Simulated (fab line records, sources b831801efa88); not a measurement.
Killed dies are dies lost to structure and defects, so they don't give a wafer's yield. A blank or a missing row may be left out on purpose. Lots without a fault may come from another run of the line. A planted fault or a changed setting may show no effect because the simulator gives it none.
Which tool did it? | flow gf180mcu | 12 lots, 36 wafers sampled, at 1 step of a route of 602

WHAT THE GAUGES READ, wafer by wafer
GF_HV_LDD_OVL_MEAS_20.
lot  | measured     | on         | HV_LDD_01_OVL (nm)
L075 | day 11 00:59 | overlay-02 | 0.1 -1.1 -1.4
L077 | day 11 21:48 | overlay-02 | 1.2 -0.5 -0.5
L079 | day 12 07:56 | overlay-02 | -1.6 0.5 -0.7
L081 | day 13 00:14 | overlay-01 | -1.0 -0.4 -1.3
L083 | day 13 14:03 | overlay-02 | 0.3 -0.6 0.5
L085 | day 14 07:50 | overlay-01 | -1.6 0.0 -0.7
L087 | day 14 23:31 | overlay-01 | -0.4 -0.4 -0.5
L089 | day 15 19:53 | overlay-02 | -0.1 0.8 0.8
L091 | day 16 06:35 | overlay-02 | -2.9 -1.3 -1.6
L093 | day 16 18:29 | overlay-01 | -2.4 -1.3 -2.1
L095 | day 17 11:14 | overlay-02 | -2.2 -0.8 0.3
L097 | day 18 02:20 | overlay-01 | -1.9 -1.5 -2.3

WHICH TOOL RAN EACH LOT (tool, then ch and the chambers of the sampled wafers, then the start)
The record holds no process step before these readings.

THE ANSWER, worked out from the rows above alone
Rule: what is usual is taken from the lots themselves. Put in order of their means at a reading, lots are off if they are a third of the lots or fewer, leave a main group of 4 or more, and stand apart from it by a gap of 3 or more times the standard deviation of the main group's means; of several such gaps the widest counts. A main group whose means are all the same, to the digits that the tables above print for the reading, isn't used. A lot without any number at a reading at which 4 lots or more have one is off too. The other lots that the step has rows for count as sound.
No lot is off at any reading shown: from this, nothing can be told.

WHAT THE SIMULATOR HAD PUT IN
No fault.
